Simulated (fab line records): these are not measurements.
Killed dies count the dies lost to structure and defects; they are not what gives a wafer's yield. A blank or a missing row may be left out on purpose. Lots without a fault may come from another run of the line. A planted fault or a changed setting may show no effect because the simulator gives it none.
Which tool did it? + flow sky130 + 11 lots with 33 wafers sampled at 6 steps, on a route of 708 steps

WHAT EACH GAUGE READ, for each wafer
SKY_SD_P_TW_MEAS_11. Usual: SD_P_TW gives 2830 (standard deviation 21).
| lot  | measured     | on            | SD_P_TW        | flag |
|------|--------------|---------------|----------------|------|
| L901 | day 25 03:51 | film_metro-03 | 2832 2853 2842 |      |
| L902 | day 25 21:37 | film_metro-04 | 2829 2824 2830 |      |
| L909 | day 29 07:24 | film_metro-04 | 2793 2803 2782 |      |
| L910 | day 29 11:32 | film_metro-01 | 2807 2796 2797 |      |
| L911 | day 29 20:21 | film_metro-03 | 2834 2841 2839 |      |
| L916 | day 31 12:01 | film_metro-04 | 2819 2808 2812 |      |
| L919 | day 31 20:29 | film_metro-01 | 2813 2812 2838 |      |
| L920 | day 31 23:13 | film_metro-03 | 2860 2865 2853 |      |
| L922 | day 32 12:30 | film_metro-04 | 2833 2834 2840 |      |
| L921 | day 32 13:49 | film_metro-01 | 2796 2816 2819 |      |
| L924 | day 33 01:02 | film_metro-03 | 2868 2852 2864 |      |

SKY_SD_N_RS_MEAS_17: uses a four-point probe to measure. Usual: SD_P_RS gives 147.1 ohm/sq (standard deviation 0.36).
| lot  | measured     | on            | SD_P_RS (ohm/sq)  | flag |
|------|--------------|---------------|-------------------|------|
| L901 | day 27 14:56 | film_metro-04 | 146.8 147.4 147.1 |      |
| L902 | day 28 08:54 | film_metro-01 | 147.4 146.7 146.8 |      |
| L909 | day 31 15:31 | film_metro-04 | 150.7 150.9 150.5 | OFF  |
| L910 | day 31 19:46 | film_metro-01 | 150.2 149.9 150.2 | OFF  |
| L911 | day 32 03:12 | film_metro-03 | 149.4 149.6 149.3 | OFF  |
| L916 | day 33 18:30 | film_metro-01 | 147.4 147.2 147.6 |      |
| L919 | day 34 03:44 | film_metro-01 | 147.2 147.4 146.8 |      |
| L920 | day 34 06:13 | film_metro-04 | 146.9 147.2 146.8 |      |
| L922 | day 34 18:33 | film_metro-04 | 147.1 146.8 147.1 |      |
| L921 | day 34 19:12 | film_metro-03 | 146.6 146.5 146.4 |      |
| L924 | day 35 06:19 | film_metro-03 | 147.3 147.1 147.3 |      |

WHAT TOOL EACH LOT RAN ON (gives the tool, then ch and the chambers of the sampled wafers, and finally the start)
| lot  | SKY_POLY_CUT_ETCH_11               | SKY_SD_P_IMPLANT_09             | SKY_SD_P_STRIP_10                    | SKY_RES_XHIGH_STRIP_08               |
|------|------------------------------------|---------------------------------|--------------------------------------|--------------------------------------|
| L901 | rie_diel-01 ch 0,1,2, day 23 22:01 | implanter-04 ch 0, day 25 03:37 | plasma_asher-01 ch 0,1, day 25 03:44 | plasma_asher-02 ch 0,1, day 26 08:53 |
| L902 | rie_diel-02 ch 0,1,2, day 24 16:25 | implanter-04 ch 0, day 25 21:23 | plasma_asher-03 ch 0,1, day 25 21:31 | plasma_asher-04 ch 0,1, day 27 03:21 |
| L909 | rie_diel-04 ch 1,3, day 28 03:10   | implanter-02 ch 0, day 29 07:09 | plasma_asher-02 ch 0,1, day 29 07:18 | plasma_asher-02 ch 0,1, day 30 11:23 |
| L910 | rie_diel-02 ch 1,2,3, day 28 08:11 | implanter-02 ch 0, day 29 11:20 | plasma_asher-03 ch 0,1, day 29 11:26 | plasma_asher-04 ch 0,1, day 30 15:11 |
| L911 | rie_diel-02 ch 1,2,3, day 28 16:43 | implanter-02 ch 0, day 29 20:07 | plasma_asher-02 ch 0,1, day 29 20:14 | plasma_asher-02 ch 0,1, day 30 23:44 |
| L916 | rie_diel-01 ch 1,2,3, day 30 08:43 | implanter-03 ch 0, day 31 11:46 | plasma_asher-03 ch 0,1, day 31 11:55 | plasma_asher-04 ch 0,1, day 32 15:07 |
| L919 | rie_diel-04 ch 1,2, day 30 16:58   | implanter-04 ch 0, day 31 20:17 | plasma_asher-03 ch 0,1, day 31 20:24 | plasma_asher-04 ch 0,1, day 33 00:06 |
| L920 | rie_diel-04 ch 0,1,2, day 30 19:04 | implanter-02 ch 0, day 31 22:59 | plasma_asher-01 ch 0,1, day 31 23:06 | plasma_asher-02 ch 0,1, day 33 02:28 |
| L922 | rie_diel-01 ch 1,2,3, day 31 08:33 | implanter-03 ch 0, day 32 12:15 | plasma_asher-02 ch 0,1, day 32 12:24 | plasma_asher-02 ch 0,1, day 33 15:10 |
| L921 | rie_diel-02 ch 0,1,2, day 31 09:54 | implanter-02 ch 0, day 32 13:36 | plasma_asher-01 ch 0,1, day 32 13:44 | plasma_asher-04 ch 0,1, day 33 15:47 |
| L924 | rie_diel-04 ch 0,3, day 31 21:04   | implanter-02 ch 0, day 33 00:47 | plasma_asher-03 ch 0,1, day 33 00:56 | plasma_asher-02 ch 0,1, day 34 02:52 |
- SKY_POLY_CUT_ETCH_11: etches Si3N4 in CF4/CH2F2/Ar, stops on poly-Si, time 42.5 s, target depth 60 nm.
- SKY_SD_P_IMPLANT_09
- SKY_SD_P_STRIP_10: strips in O2/N2.
- SKY_RES_XHIGH_STRIP_08: strips in O2/N2.

WHAT THE TOOLS THEMSELVES READ (means of the sampled wafers that have a number; where no wafer has one, the mark that the record gives instead)
SKY_POLY_CUT_ETCH_11. Usual: drypump_motor_current_A 5.6 A, standard deviation 0.45; oes_product_au 0.829 a.u., standard deviation 0.0061; throttle_valve_pct 14.994 %, standard deviation 0.0082.
| lot  | tool        | drypump_motor_current_A (A) | oes_product_au (a.u.) | throttle_valve_pct (%) | flag |
|------|-------------|-----------------------------|-----------------------|------------------------|------|
| L901 | rie_diel-01 | 5.6                         | 0.828                 | 14.996                 |      |
| L902 | rie_diel-02 | 6.2                         | 0.813                 | 14.993                 |      |
| L909 | rie_diel-04 | 5.8                         | 0.831                 | 14.994                 |      |
| L910 | rie_diel-02 | 5.9                         | 0.830                 | 14.995                 |      |
| L911 | rie_diel-02 | 5.8                         | 0.821                 | 14.990                 |      |
| L916 | rie_diel-01 | 5.5                         | 0.827                 | 14.990                 |      |
| L919 | rie_diel-04 | 5.6                         | 0.833                 | 14.981                 |      |
| L920 | rie_diel-04 | 5.2                         | 0.824                 | 14.997                 |      |
| L922 | rie_diel-01 | 5.5                         | 0.833                 | 14.989                 |      |
| L921 | rie_diel-02 | 6.2                         | 0.834                 | 14.993                 |      |
| L924 | rie_diel-04 | 5.0                         | 0.831                 | 14.998                 |      |

SKY_SD_P_IMPLANT_09. Usual: beam_energy_keV 19.999, standard deviation 0.0064; dose_ions_cm2 2.9989e+15, standard deviation 2.8e+12.
| lot  | tool         | beam_energy_keV | dose_ions_cm2 | flag |
|------|--------------|-----------------|---------------|------|
| L901 | implanter-04 | 20.000          | 3.0014e+15    |      |
| L902 | implanter-04 | 19.985          | 2.9975e+15    |      |
| L909 | implanter-02 | 19.126          | 2.9969e+15    | OFF  |
| L910 | implanter-02 | 19.119          | 2.9984e+15    | OFF  |
| L911 | implanter-02 | 19.121          | 3.0000e+15    | OFF  |
| L916 | implanter-03 | 20.002          | 2.9983e+15    |      |
| L919 | implanter-04 | 20.003          | 2.9979e+15    |      |
| L920 | implanter-02 | 20.001          | 3.0004e+15    |      |
| L922 | implanter-03 | 20.001          | 2.9969e+15    |      |
| L921 | implanter-02 | 19.997          | 2.9992e+15    |      |
| L924 | implanter-02 | 19.995          | 3.0009e+15    |      |

SKY_SD_P_STRIP_10. Usual: drypump_motor_current_A 5.42 A, standard deviation 0.24; oes_product_au 0.618 a.u., standard deviation 0.0047; strip_time_to_endpoint_s 17.51 s, standard deviation 0.038.
| lot  | tool            | drypump_motor_current_A (A) | oes_product_au (a.u.) | strip_time_to_endpoint_s (s) | flag |
|------|-----------------|-----------------------------|-----------------------|------------------------------|------|
| L901 | plasma_asher-01 | 5.49                        | 0.621                 | 17.54                        |      |
| L902 | plasma_asher-03 | 5.14                        | 0.616                 | 17.52                        |      |
| L909 | plasma_asher-02 | 5.51                        | 0.625                 | 17.33                        | OFF  |
| L910 | plasma_asher-03 | 5.24                        | 0.621                 | 17.35                        | OFF  |
| L911 | plasma_asher-02 | 5.53                        | 0.622                 | 17.36                        | OFF  |
| L916 | plasma_asher-03 | 5.14                        | 0.613                 | 17.53                        |      |
| L919 | plasma_asher-03 | 5.14                        | 0.621                 | 17.48                        |      |
| L920 | plasma_asher-01 | 5.61                        | 0.620                 | 17.49                        |      |
| L922 | plasma_asher-02 | 5.51                        | 0.613                 | 17.53                        |      |
| L921 | plasma_asher-01 | 5.58                        | 0.624                 | 17.56                        |      |
| L924 | plasma_asher-03 | 5.27                        | 0.616                 | 17.52                        |      |

SKY_RES_XHIGH_STRIP_08. Usual: drypump_motor_current_A 5.5 A, standard deviation 0.38; oes_product_au 0.711 a.u., standard deviation 0.0044; strip_time_to_endpoint_s 14.29 s, standard deviation 0.039.
| lot  | tool            | drypump_motor_current_A (A) | oes_product_au (a.u.) | strip_time_to_endpoint_s (s) | flag |
|------|-----------------|-----------------------------|-----------------------|------------------------------|------|
| L901 | plasma_asher-02 | 5.5                         | 0.715                 | 14.31                        |      |
| L902 | plasma_asher-04 | 5.9                         | 0.704                 | 14.29                        |      |
| L909 | plasma_asher-02 | 5.5                         | 0.706                 | 14.31                        |      |
| L910 | plasma_asher-04 | 5.4                         | 0.713                 | 14.31                        |      |
| L911 | plasma_asher-02 | 5.5                         | 0.711                 | 14.25                        |      |
| L916 | plasma_asher-04 | 5.4                         | 0.712                 | 14.37                        |      |
| L919 | plasma_asher-04 | 5.9                         | 0.710                 | 14.26                        |      |
| L920 | plasma_asher-02 | 5.6                         | 0.710                 | 14.25                        |      |
| L922 | plasma_asher-02 | 5.6                         | 0.709                 | 14.29                        |      |
| L921 | plasma_asher-04 | 5.4                         | 0.712                 | 14.27                        |      |
| L924 | plasma_asher-02 | 5.6                         | 0.710                 | 14.32                        |      |

THE ANSWER, worked out from the rows above alone
Rule: lot off if the mean of its wafers having a number is beyond 3 standard deviations from the usual mean. A lot without any number at a reading at which 4 lots or more have one is off too. Where the step has rows for the other lots, those lots are counted as sound. The gauges are gone through in route order, then the tools' own readings, and for those a lot's mean is taken as printed above. The first step at which some lot is off is used, and at that step the reading that is off furthest; a lot without a number counts as furthest.
Off: L909, L910, L911, at SKY_SD_N_RS_MEAS_17 (SD_P_RS).
If a tool, at a process step before that reading, ran all the lots that are off and no sound lot after the first of them, it fits. Not tried: the gauges at SKY_SD_N_RS_MEAS_17; whatever is off there is also off at SKY_SD_P_IMPLANT_09, on other tools, and gauge error can't account for it. None of those tried fits.

WHAT WAS PUT IN BY THE SIMULATOR
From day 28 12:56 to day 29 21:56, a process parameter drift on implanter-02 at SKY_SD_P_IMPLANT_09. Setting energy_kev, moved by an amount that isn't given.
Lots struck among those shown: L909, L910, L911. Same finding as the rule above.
